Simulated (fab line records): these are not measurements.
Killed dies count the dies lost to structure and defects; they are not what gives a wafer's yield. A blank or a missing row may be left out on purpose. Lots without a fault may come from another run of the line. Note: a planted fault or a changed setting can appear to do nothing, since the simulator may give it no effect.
Which tool is to blame?	flow sky130	14 lots with 42 wafers sampled at 2 steps, on a route of 708 steps

WHAT EACH GAUGE READ, for each wafer
SKY_FIELD_ISO_THK_MEAS_23. Usual: FIELD_ISO_OXIDATION_01_THK gives 9.91 nm (standard deviation 0.18).
lot	measured	on	FIELD_ISO_OXIDATION_01_THK (nm)	flag
L128	day 2 09:34	film metro-03	9.94 9.82 9.77	
L129	day 2 19:08	film metro-01	10.10 10.15 10.03	
L131	day 2 22:37	film metro-02	9.71 9.59 9.76	
L132	day 3 03:16	film metro-02	10.14 10.12 10.24	
L133	day 3 10:20	film metro-01	9.94 9.99 10.07	
L134	day 3 19:43	film metro-01	10.04 9.93 10.00	
L135	day 3 19:45	film metro-03	10.14 9.98 9.99	
L136	day 4 03:53	film metro-01	9.96 9.80 9.82	
L137	day 4 07:58	film metro-02	9.92 10.06 9.90	
L138	day 4 12:13	film metro-02	10.08 9.99 9.96	
L140	day 4 22:33	film metro-01	10.03 10.07 10.05	
L143	day 5 15:04	film metro-02	9.93 10.07 10.06	
L145	day 6 01:06	film metro-02	9.53 9.58 9.54	
L147	day 6 12:53	film metro-01	9.70 9.75 9.77	

TOOL THAT RAN EACH LOT (tool first, then ch and the chambers of the sampled wafers, then the start)
lot	SKY_FIELD_ISO_ETCH_15
L128	rie diel-03 ch 0,1, day 2 07:09
L129	rie diel-03 ch 0,1,2, day 2 16:16
L131	rie diel-03 ch 1,2, day 2 20:37
L132	rie diel-02 ch 0,1, day 3 01:33
L133	rie diel-03 ch 1,2, day 3 07:43
L134	rie diel-04 ch 0,1, day 3 13:26
L135	rie diel-03 ch 0,3, day 3 16:40
L136	rie diel-04 ch 1,2,3, day 3 23:00
L137	rie diel-02 ch 1,2,3, day 4 03:37
L138	rie diel-02 ch 1,3, day 4 07:51
L140	rie diel-04 ch 1,2, day 4 20:52
L143	rie diel-04 ch 0,3, day 5 13:23
L145	rie diel-03 ch 0,2,3, day 5 23:26
L147	rie diel-03 ch 0,1,3, day 6 09:59
- SKY_FIELD_ISO_ETCH_15: etches the open film in CHF3/O2, stops on Si, target depth 180 nm, time 72 s.

WHAT THE TOOLS THEMSELVES READ (means of the sampled wafers that have a number; where no wafer has one, the mark that the record gives instead)
SKY_FIELD_ISO_ETCH_15. Usual: O2_flow_sccm 5.000 sccm, standard deviation 0.014; bias w 199.9 W, standard deviation 0.61; drypump motor current A 5.7 A, standard deviation 0.49; oes product au 0.944 a.u., standard deviation 0.0074; throttle valve pct 8.842 %, standard deviation 0.0092.
lot	tool	O2_flow_sccm (sccm)	bias w (W)	drypump motor current A (A)	oes product au (a.u.)	throttle valve pct (%)	flag
L128	rie diel-03	4.997	199.7	6.0	0.935	8.835	
L129	rie diel-03	5.007	200.1	5.9	0.943	8.844	
L131	rie diel-03	4.995	200.1	6.1	0.952	8.848	
L132	rie diel-02	5.003	199.9	5.6	0.950	8.833	
L133	rie diel-03	4.999	200.1	6.2	0.950	8.853	
L134	rie diel-04	4.997	199.9	5.3	0.953	8.839	
L135	rie diel-03	5.013	200.3	5.2	0.947	8.849	
L136	rie diel-04	5.018	199.7	5.7	0.944	8.841	
L137	rie diel-02	5.000	199.4	5.8	0.937	8.829	
L138	rie diel-02	5.004	200.3	5.5	0.944	8.837	
L140	rie diel-04	4.995	200.0	5.5	0.941	8.844	
L143	rie diel-04	4.994	200.3	5.8	0.953	8.847	
L145	rie diel-03	4.981	200.4	5.5	0.938	8.837	
L147	rie diel-03	5.014	200.1	5.6	0.945	8.843	

THE ANSWER, worked out from the rows above alone
Rule: lot off if the mean of its wafers having a number is beyond 3 standard deviations from the usual mean. A lot without any number at a reading at which 4 lots or more have one is off too. Where the step has rows for the other lots, those lots are counted as sound. First the gauges in route order, then the tools' own readings, where a lot's mean is used as printed above. At the first step where some lot is off, the reading lying furthest off is the one used; lots without a number count as furthest.
Across all readings shown, no lot is off: no conclusion can be drawn from this.

WHAT HAD BEEN PUT IN BY THE SIMULATOR
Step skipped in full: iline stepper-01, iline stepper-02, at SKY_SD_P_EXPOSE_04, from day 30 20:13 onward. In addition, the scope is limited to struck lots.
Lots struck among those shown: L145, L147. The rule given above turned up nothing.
